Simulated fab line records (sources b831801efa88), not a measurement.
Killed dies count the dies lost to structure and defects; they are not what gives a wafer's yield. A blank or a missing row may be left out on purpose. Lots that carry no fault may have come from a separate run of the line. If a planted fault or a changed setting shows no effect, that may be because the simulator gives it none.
fab line records | flow sky130
record lots=6 wafers=18 last-day=50
route steps=708 shown SONOS_ONO@171 GATE_OXIDE@187 POLY_GATE@204 RES_PROTECT@206 SALICIDE@361 PAD_OPEN@708
lots with no fault: from the same line, run without faults
start-h: the number of hours between the record's first day and the start of the first shown wafer of the lot | wait-h: hours since the lot's step before | " identical to the entry in the row above | L1.1+2: one row covering several wafers at once | - no value, or no start given | * or withheld: withheld | < > ~ a bound
route shown NAME@n: names a module that has steps shown in the file, with the first one's number in the route | usual: mean/standard deviation taken from wafers without a fault | same: alike in all rows | chamber/n: place in a boat | sites: readings site by site | _std_site: their standard deviation | _edge_site: the outer-site mean with the inner-site mean subtracted | radius-mm: for every site, how far away it sits from the centre of the wafer | mask NAME#n: copy n | behind: tool/chamber where the wafer was last shaped | hold: why the lot was held/for how many hours/how that ended | device: names the non-switching transistor (n, p or np) | end of line: the tests these same wafers got at the end of their route | a step with no rows: only its recipe | killed: dies that structure and defects cost at the first sort, which is not the same as the wafer's yield | map: a wafer's dies, marking killed ones x, the rest . and places with no die _
set.NAME: setting as actually run; set.NAME@STEP: the setting as run at that earlier step | model.NAME: the simulator's own value behind a step, which no gauge read
lots at some steps of the route; a table a step, a row a wafer
services: the hour from which a tool's chamber was out of use, counted from the record's first day as start-h (under 0 if before that day), plus the number of hours and why
## steps
# step SKY_SONOS_ONO_THK_MEAS_03
# recipe reads=Si3N4_of_SONOS_ONO_CVD_02
# usual SONOS_ONO_CVD_02_THK=10.64/0.13
# columns lot.wafer tool chamber start-h wait-h SONOS_ONO_CVD_02_THK[nm]
L586.3 film-metro-02 - 272.07 0.0 10.60
L586.5 " - " " 10.53
L586.6 " - " " 10.67
L594.1 film-metro-04 - 335.35 0.0 10.57
L594.3 " - " " 10.44
L594.6 " - " " 10.52
L598.1 film-metro-03 - 371.66 0.0 10.88
L598.3 " - " " 11.02
L598.6 " - " " 10.94
L601.1 film-metro-02 - 386.15 0.0 10.69
L601.3 " - " " 10.72
L601.5 " - " " 10.71
L604.1 film-metro-02 - 417.64 0.0 10.62
L604.2 " - " " 10.54
L604.3 " - " " 10.64
L607.3 film-metro-02 - 435.29 0.0 10.42
L607.4 " - " " 10.57
L607.5 " - " " 10.47
# step SKY_SONOS_ONO_CVD_04
# recipe material=SiO2 precursor=SiH4/N2O target-thk-nm=5.7199 temp-c=900 pressure-mtorr=400
# step SKY_SONOS_ONO_THK_MEAS_05
# recipe reads=SiO2_of_SONOS_ONO_CVD_04
# usual SONOS_ONO_CVD_04_THK=5.72/0.088
# columns lot.wafer tool chamber start-h wait-h SONOS_ONO_CVD_04_THK[nm]
L586.3 film-metro-03 - 273.38 0.0 5.67
L586.5 " - " " 5.73
L586.6 " - " " 5.80
L594.1 film-metro-04 - 336.69 0.0 5.81
L594.3 " - " " 5.66
L594.6 " - " " 5.75
L598.1 film-metro-03 - 372.97 0.0 5.66
L598.3 " - " " 5.67
L598.6 " - " " 5.62
L601.1 film-metro-02 - 387.46 0.0 5.68
L601.3 " - " " 5.72
L601.5 " - " " 5.77
L604.1 film-metro-04 - 418.95 0.0 5.61
L604.2 " - " " 5.67
L604.3 " - " " 5.71
L607.3 film-metro-02 - 437.22 0.0 5.62
L607.4 " - " " 5.69
L607.5 " - " " 5.63
# step SKY_SONOS_ONO_DEHYDRATE_06
# recipe temp-c=200 time-s=60
# step SKY_SONOS_ONO_HMDS_07
# recipe prime-time-s=60 prime-temp-c=120
# step SKY_SONOS_ONO_COAT_08
# recipe resist=NOVOLAK spin-rpm=3000 resist-thk-nm=1140
# step SKY_SONOS_ONO_SOFTBAKE_09
# recipe temp-c=90 time-s=60 resist=NOVOLAK
# step SKY_SONOS_ONO_EXPOSE_10
# recipe mask-id=ONOM target-cd-nm=410 na=0.6 source-shape=conventional sigma-outer=0.6 dose-mj=150
# step SKY_SONOS_ONO_PEB_11
# recipe temp-c=withheld time-s=* resist=NOVOLAK
# step SKY_SONOS_ONO_DEVELOP_12
# recipe develop-time-s=60 dev-temp-c=23
# step SKY_SONOS_ONO_CD_MEAS_13
# recipe target-cd-nm=410
# usual cd-nm=410.3/2.1
# columns lot.wafer tool chamber start-h wait-h cd-nm
L586.3 cd-sem-02 - 297.99 0.1 415.0
L586.5 " - " " 414.3
L586.6 " - " " 413.8
L594.1 cd-sem-02 - 363.84 0.1 413.7
L594.3 " - " " 412.5
L594.6 " - " " 411.7
L598.1 cd-sem-02 - 401.80 0.1 411.4
L598.3 " - " " 406.6
L598.6 " - " " 408.2
L601.1 cd-sem-02 - 416.89 0.1 412.1
L601.3 " - " " 411.7
L601.5 " - " " 411.2
L604.1 cd-sem-01 - 449.10 0.1 412.1
L604.2 " - " " 411.7
L604.3 " - " " 412.9
L607.3 cd-sem-02 - 467.89 0.1 410.4
L607.4 " - " " 408.8
L607.5 " - " " 409.6
# step SKY_SONOS_ONO_OVL_MEAS_14
# usual SONOS_ONO_OVL=-0.7/1.4
# columns lot.wafer tool chamber start-h wait-h SONOS_ONO_OVL[nm]
L586.3 overlay-01 - 298.09 0.1 -0.8
L586.5 " - " " -2.7
L586.6 " - " " 0.8
L594.1 overlay-02 - 363.96 0.1 -0.5
L594.3 " - " " -0.9
L594.6 " - " " -1.4
L598.1 overlay-02 - 401.92 0.1 -0.7
L598.3 " - " " -1.4
L598.6 " - " " -1.5
L601.1 overlay-01 - 417.04 0.1 -3.5
L601.3 " - " " -0.3
L601.5 " - " " -2.5
L604.1 overlay-01 - 449.22 0.1 -1.9
L604.2 " - " " -3.1
L604.3 " - " " -2.7
L607.3 overlay-01 - 467.98 0.1 -2.0
L607.4 " - " " -1.8
L607.5 " - " " -1.0
# step SKY_SONOS_ONO_ETCH_15
# recipe target-depth-nm=19.52 chemistry=CHF3/O2 source-w=600 bias-w=200 pressure-mtorr=40 chf3-flow-sccm=50 O2_flow_sccm=5 time-s=7.8
# usual O2_flow_sccm=4.999/0.014 drypump-motor-current-A=5.8/0.49 oes-product-au=1.000/0.0087 throttle-valve-pct=8.825/0.01
# columns lot.wafer tool chamber start-h wait-h O2_flow_sccm drypump-motor-current-A oes-product-au rf-hours-counter-h throttle-valve-pct model.etch.depth-nm model.SONOS_ONO.feature-depth-nm model.NOVOLAK_of_SONOS_ONO_COAT_08.thk-nm
L586.3 rie-diel-02 1 298.11 0.0 4.992 5.9 1.002 4 8.823 19.53 19.53 1123
L586.5 " 0 " " 5.000 6.1 0.997 - 8.823 19.68 19.68 1124
L586.6 " 3 " " 4.981 6.4 1.010 - 8.820 19.77 19.77 1117
L594.1 rie-diel-03 1 364.00 0.0 5.023 5.6 0.998 5 8.833 19.33 19.33 1121
L594.3 " 3 " " 5.005 5.0 1.005 75 8.850 19.68 19.68 1118
L594.6 " 1 " " 4.999 5.6 0.994 - 8.833 19.23 19.23 1121
L598.1 rie-diel-03 3 401.96 0.0 4.995 5.1 1.004 75 8.834 5.208 5.208 1133
L598.3 " 1 " " 4.984 5.6 0.989 6 8.811 5.112 5.112 1136
L598.6 " 3 " " 4.991 5.1 1.004 - 8.834 5.228 5.228 1136
L601.1 rie-diel-03 2 417.07 0.0 5.006 6.0 0.979 32 8.824 5.062 5.062 1140
L601.3 " 0 " " 5.004 5.3 1.003 2 8.831 5.237 5.237 1139
L601.5 " 1 " " 4.993 5.6 0.986 - 8.819 5.159 5.159 1139
L604.1 rie-diel-01 1 449.26 0.0 5.045 6.2 1.006 78 8.851 19.75 19.75 1120
L604.2 " 3 " " 5.002 5.0 1.000 0 8.837 19.48 19.48 1123
L604.3 " 0 " " 4.981 5.3 1.007 96 8.827 19.8 19.8 1125
L607.3 rie-diel-02 0 468.01 0.0 5.000 6.1 1.010 29 8.828 19.78 19.78 1122
L607.4 " 1 " " 5.004 5.9 0.998 7 8.827 19.63 19.63 1123
L607.5 " 1 " " 4.993 5.9 1.005 - 8.820 19.64 19.64 1123
# step SKY_SONOS_ONO_WET_ETCH_16
# recipe chemistry=dHF target-depth-nm=14 dry=n2-spin target=SiO2 dilution=100:1 temp-c=25 time-s=280
# step SKY_SONOS_ONO_STRIP_17
# recipe chemistry=O2/N2 power-w=1400 pressure-mtorr=1500 platen-temp-c=withheld o2-flow-sccm=3000 n2-flow-sccm=300 overash-fraction=0.5
# usual drypump-motor-current-A=5.6/0.59 oes-product-au=0.710/0.0047 strip-time-to-endpoint-s=14.10/0.045
# columns lot.wafer tool chamber start-h wait-h drypump-motor-current-A oes-product-au rf-hours-counter-h strip-time-to-endpoint-s
L586.3 plasma-asher-03 1 298.25 0.0 4.9 0.707 - 14.07
L586.5 " 1 " " 4.9 0.706 - 14.10
L586.6 " 0 " " 6.2 0.715 - 14.02
L594.1 plasma-asher-02 0 364.10 0.0 6.4 0.710 66 14.07
L594.3 " 0 " " 6.4 0.705 - 14.04
L594.6 " 1 " " 4.9 0.711 - 14.06
L598.1 plasma-asher-01 1 402.07 0.0 5.8 0.710 56 14.21
L598.3 " 0 " " 5.2 0.705 - 14.22
L598.6 " 1 " " 5.8 0.713 - 14.25
L601.1 plasma-asher-03 0 417.18 0.0 6.3 0.713 75 14.29
L601.3 " 0 " " 6.3 0.705 - 14.27
L601.5 " 1 " " 4.9 0.718 - 14.28
L604.1 plasma-asher-01 1 449.37 0.0 5.8 0.707 61 14.05
L604.2 " 0 " " 5.2 0.710 61 14.07
L604.3 " 1 " " 5.8 0.702 - 14.10
L607.3 plasma-asher-03 0 468.15 0.0 6.2 0.716 - 14.07
L607.4 " 1 " " 4.9 0.709 - 14.08
L607.5 " 0 " " 6.2 0.709 - 14.09
# step SKY_SONOS_ONO_WET_ETCH_18
# recipe chemistry=H3PO4 target-depth-nm=15 target=Si3N4 temp-c=160 time-s=172
# step SKY_GATE_OXIDE_CLEAN_00
# recipe chemistry=SC1/SC2 mix=1:4:20 temp-c=70 time-s=150 dry=n2-spin
# step SKY_GATE_OXIDE_OXIDATION_01
# recipe temp-c=900 ambient=O2 stabilise-s=600 purge-s=300 target-thk-a=102.68 ox-time-s=1473
# step SKY_GATE_OXIDE_THK_MEAS_02
# recipe reads=SiO2_of_GATE_OXIDE_OXIDATION_01
# usual GATE_OXIDE_OXIDATION_00_THK=10.27/0.17
# columns lot.wafer tool chamber start-h wait-h GATE_OXIDE_OXIDATION_00_THK[nm]
L586.3 film-metro-01 - 300.93 0.0 10.28
L586.5 " - " " 9.99
L586.6 " - " " 10.27
L594.1 film-metro-02 - 365.72 0.0 10.64
L594.3 " - " " 10.57
L594.6 " - " " 10.54
L598.1 film-metro-01 - 403.68 0.0 10.60
L598.3 " - " " 10.25
L598.6 " - " " 10.51
L601.1 film-metro-01 - 419.99 0.0 10.31
L601.3 " - " " 10.53
L601.5 " - " " 10.33
L604.1 film-metro-02 - 451.12 0.0 10.22
L604.2 " - " " 10.39
L604.3 " - " " 10.43
L607.3 film-metro-03 - 469.75 0.0 10.36
L607.4 " - " " 10.43
L607.5 " - " " 10.25
# step SKY_GATE_OXIDE_DEHYDRATE_03
# recipe temp-c=200 time-s=60
# step SKY_GATE_OXIDE_HMDS_04
# recipe prime-time-s=60 prime-temp-c=120
# step SKY_GATE_OXIDE_COAT_05
# recipe resist=NOVOLAK spin-rpm=3000 resist-thk-nm=1140
# step SKY_GATE_OXIDE_SOFTBAKE_06
# recipe temp-c=90 time-s=60 resist=NOVOLAK
# step SKY_GATE_OXIDE_EXPOSE_07
# recipe mask-id=LVOM na=0.6 source-shape=conventional sigma-outer=0.6 polarization=unpolarized target-cd-nm=600 dose-mj=170
# step SKY_GATE_OXIDE_PEB_08
# recipe temp-c=withheld time-s=* resist=NOVOLAK
# step SKY_GATE_OXIDE_DEVELOP_09
# recipe resist=NOVOLAK developer=TMAH develop-time-s=60 dev-temp-c=23
# step SKY_GATE_OXIDE_OVL_MEAS_10
# usual GATE_OXIDE_OVL=0.6/1.3
# columns lot.wafer tool chamber start-h wait-h GATE_OXIDE_OVL[nm]
L586.3 overlay-02 - 324.72 0.1 1.2
L586.5 " - " " 3.5
L586.6 " - " " 1.8
L594.1 overlay-01 - 395.00 0.1 -0.1
L594.3 " - " " 0.1
L594.6 " - " " 0.0
L598.1 overlay-02 - 433.40 0.1 0.8
L598.3 " - " " -0.7
L598.6 " - " " -0.5
L601.1 overlay-02 - 450.69 0.1 0.9
L601.3 " - " " -1.4
L601.5 " - " " 1.4
L604.1 overlay-01 - 481.84 0.1 0.0
L604.2 " - " " 0.6
L604.3 " - " " -0.4
L607.3 overlay-01 - 500.04 0.1 0.5
L607.4 " - " " -1.2
L607.5 " - " " -0.3
# step SKY_GATE_OXIDE_IMPLANT_11
# recipe species=B energy-kev=10 dose-cm2=2.6e+12 tilt-deg=withheld
# step SKY_GATE_OXIDE_WET_ETCH_12
# recipe chemistry=dHF target-depth-nm=16.8 dry=n2-spin target=SiO2 dilution=100:1 temp-c=25 time-s=336
# step SKY_GATE_OXIDE_STRIP_13
# recipe chemistry=O2/N2 power-w=1400 pressure-mtorr=1500 platen-temp-c=withheld o2-flow-sccm=3000 n2-flow-sccm=300 overash-fraction=0.5
# usual drypump-motor-current-A=5.6/0.47 oes-product-au=0.716/0.0047 strip-time-to-endpoint-s=14.20/0.039
# columns lot.wafer tool chamber start-h wait-h drypump-motor-current-A oes-product-au rf-hours-counter-h strip-time-to-endpoint-s
L586.3 plasma-asher-03 1 325.03 0.0 4.9 0.714 - 14.20
L586.5 " 0 " " 6.3 0.708 - 14.15
L586.6 " 1 " " 4.9 0.714 - 14.15
L594.1 plasma-asher-03 0 395.29 0.0 6.3 0.720 73 14.26
L594.3 " 1 " " 4.9 0.718 - 14.27
L594.6 " 0 " " 6.3 0.723 - 14.26
L598.1 plasma-asher-04 1 433.69 0.0 5.8 0.720 31 14.18
L598.3 " 0 " " 5.5 0.706 - 14.19
L598.6 " 1 " " 5.8 0.716 - 14.19
L601.1 plasma-asher-03 1 451.08 0.0 4.9 0.701 2 14.18
L601.3 " 0 " " 6.3 0.721 - 14.17
L601.5 " 1 " " 4.9 0.712 - 14.19
L604.1 plasma-asher-04 0 482.13 0.0 5.5 0.717 36 14.21
L604.2 " 1 " " 5.8 0.709 36 14.19
L604.3 " 0 " " 5.6 0.717 - 14.21
L607.3 plasma-asher-01 0 500.35 0.0 5.2 0.715 - 14.13
L607.4 " 1 " " 5.9 0.717 - 14.17
L607.5 " 1 " " 5.8 0.720 - 14.16
# step SKY_GATE_OXIDE_TW_MEAS_14
# usual GATE_OXIDE_TW=223.8/1.5
# columns lot.wafer tool chamber start-h wait-h GATE_OXIDE_TW
L586.3 film-metro-02 - 325.12 0.1 225.9
L586.5 " - " " 225.9
L586.6 " - " " 225.6
L594.1 film-metro-02 - 395.39 0.1 225.7
L594.3 " - " " 223.2
L594.6 " - " " 224.7
L598.1 film-metro-01 - 433.79 0.1 223.7
L598.3 " - " " 222.0
L598.6 " - " " 223.8
L601.1 film-metro-01 - 451.18 0.1 225.3
L601.3 " - " " 223.4
L601.5 " - " " 223.1
L604.1 film-metro-01 - 482.23 0.1 222.2
L604.2 " - " " 221.2
L604.3 " - " " 222.8
L607.3 film-metro-02 - 500.43 0.1 225.0
L607.4 " - " " 226.0
L607.5 " - " " 224.9
# step SKY_GATE_OXIDE_CLEAN_15
# recipe chemistry=SC1/SC2 mix=1:4:20 temp-c=70 time-s=150 dry=n2-spin
# step SKY_GATE_OXIDE_OXIDATION_16
# recipe temp-c=800 ambient=O2 idle-temp-c=700 ramp-up-c-per-min=10 ramp-down-c-per-min=3 stabilise-s=600 purge-s=300 target-thk-a=35.7 ox-time-s=1915
# step SKY_POLY_GATE_CVD_00
# recipe material=poly-Si target-thk-nm=180 temp-c=620 time-s=720 pressure-mtorr=200
# step SKY_POLY_GATE_THK_MEAS_01
# recipe reads=poly-Si_of_POLY_GATE_CVD_00
# usual POLY_GATE_CVD_00_THK=180.8/1.7
# columns lot.wafer tool chamber start-h wait-h POLY_GATE_CVD_00_THK[nm]
L586.3 film-metro-04 - 328.25 0.0 180.9
L586.5 " - " " 179.4
L586.6 " - " " 180.5
L594.1 film-metro-01 - 400.78 0.0 180.0
L594.3 " - " " 180.8
L594.6 " - " " 180.4
L598.1 film-metro-01 - 437.38 0.0 182.0
L598.3 " - " " 183.1
L598.6 " - " " 183.8
L601.1 film-metro-01 - 454.62 0.0 180.0
L601.3 " - " " 177.7
L601.5 " - " " 180.7
L604.1 film-metro-03 - 486.74 0.0 180.2
L604.2 " - " " 180.1
L604.3 " - " " 181.0
L607.3 film-metro-04 - 503.32 0.0 181.4
L607.4 " - " " 181.2
L607.5 " - " " 181.5
# step SKY_RES_PROTECT_DEHYDRATE_00
# recipe temp-c=200 time-s=60
# step SKY_RES_PROTECT_HMDS_01
# recipe prime-time-s=60 prime-temp-c=120
# step SKY_RES_PROTECT_COAT_02
# recipe resist=NOVOLAK spin-rpm=3000 resist-thk-nm=1140
# step SKY_RES_PROTECT_SOFTBAKE_03
# recipe temp-c=90 time-s=60 resist=NOVOLAK
# step SKY_RES_PROTECT_EXPOSE_04
# recipe mask-id=RPM na=0.6 source-shape=conventional sigma-outer=0.6 polarization=unpolarized target-cd-nm=1270 dose-mj=131
# step SKY_RES_PROTECT_PEB_05
# recipe temp-c=withheld time-s=* resist=NOVOLAK
# step SKY_RES_PROTECT_DEVELOP_06
# recipe resist=NOVOLAK developer=TMAH develop-time-s=60 dev-temp-c=23
# step SKY_SALICIDE_CLEAN_00
# recipe chemistry=HF-last time-s=30 dilution=100:1 dry=ipa-marangoni
# columns lot.wafer tool chamber start-h wait-h model.SiO2_of_FIELD_ISO_CVD_24.thk-nm
L586.3 wet-bench-02 3 660.55 0.1 357.6
L586.5 " 3 " " 359.4
L586.6 " 3 " " 358.4
L594.1 wet-bench-03 3 734.86 0.1 359.2
L594.3 " 3 " " 358.2
L594.6 " 3 " " 358.1
L598.1 wet-bench-04 3 763.70 0.1 362
L598.3 " 3 " " 361
L598.6 " 3 " " 360.6
L601.1 wet-bench-02 0 777.89 0.1 361.7
L601.3 " 0 " " 361.2
L601.5 " 0 " " 362
L604.1 wet-bench-02 1 809.34 0.1 359
L604.2 " 1 " " 359.2
L604.3 " 1 " " 358.5
L607.3+5 wet-bench-03 1 818.85 0.1 359.5
L607.4 " 1 " " 358.4
# step SKY_PAD_OPEN_PROBE_99
# usual killed_at_M0_to_M3=43/6.8 killed_at_M4_up=3.2/1.8 killed-at-contacts=24/5.2 killed-at-front-end=15/4.2 killed-at-other=0.4/0.62 killed-dies=85/8.7 killed-open=46/6.7 killed-short=39/5.9
# same gross-dies=492 killed-at-back-side=0
# columns lot.wafer tool chamber start-h wait-h killed_at_M0_to_M3 killed_at_M4_up killed-at-contacts killed-at-front-end killed-at-other killed-dies killed-open killed-short model.etest.nfet_16v.r-on-ohm-um model.etest.pfet_16v.r-on-ohm-um model.etest.pfet-g5v0d10v5.r-on-ohm-um model.etest.nfet-g5v0d10v5.r-on-ohm-um model.etest.nfet-g5v0d10v5.drive-ua-um model.etest.tip-sonos.rs-ohm-sq model.etest.nfet_05v0_nvt.drive-ua-um model.etest.nfet_16v.drive-ua-um
L586.3 prober-01 - 1082.37 0.2 41 1 31 15 0 88 50 38 1.38e+04 1.529e+04 4788 1868 609.5 2608 580 223.3
L586.5 prober-01 - 1082.47 0.2 46 3 17 21 0 87 48 39 1.372e+04 1.512e+04 4746 1871 615.5 2548 584 227.9
L586.6 prober-01 - 1082.52 0.2 33 2 20 10 0 65 34 30 1.388e+04 1.519e+04 4764 1877 607.4 2633 577.8 223.7
L594.1 prober-02 - 1139.61 0.1 33 9 30 14 0 86 51 34 1.433e+04 1.515e+04 4762 1905 591.9 2696 559.2 213.5
L594.3 prober-02 - 1139.71 0.2 39 5 29 18 1 92 53 37 1.43e+04 1.511e+04 4752 1896 598.3 2692 569 215.7
L594.6 prober-02 - 1139.86 0.2 51 2 23 15 0 91 57 34 1.431e+04 1.526e+04 4772 1886 595.8 2647 563.7 215.9
L598.1 prober-02 - 1154.46 0.1 30 5 20 21 0 76 40 36 1.791e+04 1.617e+04 5489 2509 389.5 2823 418.5 128.2
L598.3 prober-02 - 1154.56 0.2 36 1 22 7 2 68 39 27 1.805e+04 1.618e+04 5420 2492 390.7 2790 417 128.2
L598.6 prober-02 - 1154.71 0.2 39 3 23 19 1 85 46 38 1.812e+04 1.632e+04 5481 2527 388.5 2797 416 127.4
L601.1 prober-01 - 1166.31 0.1 34 3 19 14 0 70 32 38 1.759e+04 1.639e+04 5535 2458 395.3 2880 422.4 132
L601.3 prober-01 - 1166.41 0.2 47 2 35 15 0 99 55 44 1.767e+04 1.634e+04 5538 2467 394.8 2912 421.6 132.5
L601.5 prober-01 - 1166.51 0.2 46 1 22 14 1 84 53 30 1.75e+04 1.611e+04 5454 2425 404.2 2880 427.6 133.3
L604.1 prober-02 - 1183.85 0.1 60 4 20 10 0 94 54 40 1.409e+04 1.509e+04 4712 1896 608.1 2642 574.9 221.8
L604.2 prober-02 - 1183.90 0.1 51 4 28 16 0 99 56 43 1.418e+04 1.536e+04 4728 1878 599.7 2698 572.9 218.3
L604.3 prober-02 - 1183.95 0.2 40 6 26 15 0 87 49 37 1.426e+04 1.548e+04 4741 1888 597.8 2694 570 217.8
L607.3 prober-01 - 1191.26 0.2 45 1 20 17 1 84 51 32 1.396e+04 1.573e+04 4824 1926 595.5 2706 569.4 219.2
L607.4 prober-01 - 1191.31 0.2 48 5 18 10 0 81 47 34 1.408e+04 1.543e+04 4825 1926 595 2768 563.1 217.2
L607.5 prober-01 - 1191.36 0.2 27 1 19 17 1 65 37 27 1.395e+04 1.55e+04 4821 1904 608 2690 575.1 222.8
# killed by level:class
L586.3 CONTACT:geometric-particle:open=16 VIA1:geometric-particle:open=7 METAL1:geometric-particle:short=6 METAL2:geometric-particle:short=6 VIA3:geometric-particle:open=6 POLY_GATE:geometric-particle:short=5 POLY_GATE:geometric-particle:open=5 VIA2:geometric-particle:open=5
L586.5 VIA3:geometric-particle:open=11 VIA2:geometric-particle:open=9 CONTACT:geometric-particle:open=9 FIELD_ISO:geometric-particle:short=7 VIA1:geometric-particle:short=7 VIA1:geometric-particle:open=6 POLY_GATE:geometric-particle:short=5 METAL1:geometric-particle:short=4
L586.6 VIA1:geometric-particle:open=8 METAL1:geometric-particle:short=6 FIELD_ISO:geometric-particle:open=5 CONTACT:geometric-particle:open=5 VIA3:geometric-particle:open=5 LI_CONTACT:geometric-particle:open=4 LOCAL_INTERCONNECT:geometric-particle:short=4 METAL2:geometric-particle:short=4
L594.1 CONTACT:geometric-particle:open=14 VIA1:geometric-particle:open=11 CONTACT:geometric-particle:short=6 VIA1:geometric-particle:short=5 METAL4:geometric-particle:short=5 FIELD_ISO:geometric-particle:open=4 POLY_GATE:geometric-particle:open=4 LI_CONTACT:geometric-particle:open=4
L594.3 CONTACT:geometric-particle:open=13 VIA1:geometric-particle:open=8 VIA2:geometric-particle:open=8 VIA3:geometric-particle:open=7 LOCAL_INTERCONNECT:geometric-particle:short=5 POLY_GATE:geometric-particle:open=4 POLY_GATE:geometric-particle:short=4 LI_CONTACT:geometric-particle:open=4
L594.6 VIA3:geometric-particle:open=10 CONTACT:geometric-particle:open=9 VIA1:geometric-particle:open=9 LI_CONTACT:geometric-particle:open=7 FIELD_ISO:geometric-particle:open=6 METAL1:geometric-particle:short=6 VIA1:geometric-particle:short=6 VIA2:geometric-particle:open=6
L598.1 VIA1:geometric-particle:short=8 FIELD_ISO:geometric-particle:open=7 LI_CONTACT:geometric-particle:open=7 CONTACT:geometric-particle:open=7 VIA1:geometric-particle:open=7 VIA2:geometric-particle:open=4 FIELD_ISO:geometric-particle:short=3 POLY_CUT:geometric-particle:short=3
L598.3 LI_CONTACT:geometric-particle:open=9 VIA1:geometric-particle:open=9 VIA2:geometric-particle:open=8 CONTACT:geometric-particle:open=6 CONTACT:geometric-particle:short=4 POLY_GATE:geometric-particle:short=3 VIA1:geometric-particle:short=3 METAL2:geometric-particle:short=3
L598.6 VIA1:geometric-particle:open=8 FIELD_ISO:geometric-particle:open=6 LI_CONTACT:geometric-particle:open=6 CONTACT:geometric-particle:open=6 VIA2:geometric-particle:open=6 LI_CONTACT:geometric-particle:short=5 METAL1:geometric-particle:open=5 VIA1:geometric-particle:short=5
L601.1 LI_CONTACT:geometric-particle:open=7 VIA2:geometric-particle:open=6 SPACER:geometric-particle:short=5 CONTACT:geometric-particle:short=5 METAL1:geometric-particle:short=5 VIA1:geometric-particle:short=5 POLY_GATE:geometric-particle:short=4 CONTACT:geometric-particle:open=4
L601.3 CONTACT:geometric-particle:open=13 VIA1:geometric-particle:open=12 CONTACT:geometric-particle:short=9 VIA3:geometric-particle:open=8 METAL2:geometric-particle:short=7 LI_CONTACT:geometric-particle:open=6 METAL1:geometric-particle:short=6 VIA2:geometric-particle:open=6
L601.5 VIA1:geometric-particle:open=13 CONTACT:geometric-particle:open=9 VIA2:geometric-particle:open=8 VIA3:geometric-particle:open=7 FIELD_ISO:geometric-particle:short=6 CONTACT:geometric-particle:short=5 LI_CONTACT:geometric-particle:open=4 FIELD_ISO:geometric-particle:open=3
L604.1 VIA1:geometric-particle:open=14 METAL1:geometric-particle:short=10 CONTACT:geometric-particle:open=9 VIA3:geometric-particle:open=8 LI_CONTACT:geometric-particle:open=5 VIA1:geometric-particle:short=5 METAL2:geometric-particle:short=5 VIA2:geometric-particle:open=4
L604.2 VIA1:geometric-particle:open=13 CONTACT:geometric-particle:open=11 METAL2:geometric-particle:short=8 LI_CONTACT:geometric-particle:open=7 METAL3:geometric-particle:short=7 VIA3:geometric-particle:open=5 CONTACT:geometric-particle:short=5 VIA2:geometric-particle:open=5
L604.3 CONTACT:geometric-particle:open=13 VIA1:geometric-particle:open=7 VIA2:geometric-particle:open=6 METAL4:geometric-particle:short=6 LOCAL_INTERCONNECT:geometric-particle:short=5 METAL2:geometric-particle:short=5 VIA3:geometric-particle:open=5 FIELD_ISO:geometric-particle:short=4
L607.3 CONTACT:geometric-particle:open=12 VIA3:geometric-particle:open=10 VIA2:geometric-particle:open=7 VIA1:geometric-particle:open=7 FIELD_ISO:geometric-particle:short=5 FIELD_ISO:geometric-particle:open=4 LI_CONTACT:geometric-particle:open=4 VIA2:geometric-particle:short=4
L607.4 VIA3:geometric-particle:open=10 VIA1:geometric-particle:open=9 VIA2:geometric-particle:open=9 CONTACT:geometric-particle:open=8 LI_CONTACT:geometric-particle:open=6 FIELD_ISO:geometric-particle:short=5 METAL4:geometric-particle:short=5 VIA1:geometric-particle:short=4
L607.5 LI_CONTACT:geometric-particle:open=10 VIA2:geometric-particle:open=6 CONTACT:geometric-particle:short=4 VIA1:geometric-particle:open=4 VIA3:geometric-particle:open=4 FIELD_ISO:geometric-particle:short=3 POLY_GATE:geometric-particle:short=3 SPACER:geometric-particle:open=3
## services
# columns tool chamber start-h hours kind
plasma-asher-01 - 284.15 28.1 pm
rie-diel-03 - 286.21 14.6 pm
rie-diel-03 - 307.00 1.7 repair
rie-diel-03 3 307.06 9.5 repair
rie-diel-03 2 322.48 11.3 repair
rie-diel-03 - 328.23 0.8 repair
plasma-asher-01 - 359.54 2.6 repair
plasma-asher-01 - 366.70 0.4 repair
rie-diel-03 1 373.79 9.5 repair
plasma-asher-01 - 407.28 2.8 pm
plasma-asher-03 - 421.28 9.0 pm
plasma-asher-03 - 489.02 14.6 pm
rie-diel-03 0 506.26 2.7 repair
rie-diel-03 - 533.40 0.4 repair
rie-diel-03 3 533.64 10.6 repair
rie-diel-03 3 577.44 7.4 repair
rie-diel-03 2 599.85 1.9 repair
rie-diel-03 - 661.51 2.8 pm
rie-diel-03 - 670.20 2.0 repair
rie-diel-03 - 670.23 0.6 repair
plasma-asher-01 - 682.50 3.4 repair
rie-diel-03 0 689.35 6.7 repair
rie-diel-03 3 694.04 31.4 repair
plasma-asher-03 - 747.25 0.9 repair
## key
first-sign step=SKY_SONOS_ONO_STRIP_17 reading=strip-time-to-endpoint-s direction=up sigmas=3.5 usual=* struck=*
effect none on later readings
model-effect step=SKY_SONOS_ONO_ETCH_15 value=etch.depth-nm without=19.34 struck=5.168
model-effect step=SKY_SALICIDE_CLEAN_00 value=SiO2_of_FIELD_ISO_CVD_24.thk-nm without=359 struck=361.4
model-effect step=SKY_PAD_OPEN_PROBE_99 value=etest.nfet_16v.r-on-ohm-um without=1.406e+04 struck=1.781e+04
met-at SKY_SONOS_ONO_ETCH_15
struck-wafers L598.1,L598.3,L598.6,L601.1,L601.3,L601.5
tester-left-out L598,L601
onset-between 364.00 401.96
fault kind=process-parameter-drift tool=rie-diel-03 chamber=- onset-h=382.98 steps=SKY_SONOS_ONO_ETCH_15 channel=time-s offset=* shape=step end-h=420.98 acts-in=* stated=*
# tester-left-out: of these lots the tester's yield and bins aren't shown, on N5 and GAA mostly nor the transistor test; their killed dies are dies lost to structure and defects alone, not to doping, threshold or leakage, so they don't give the yield
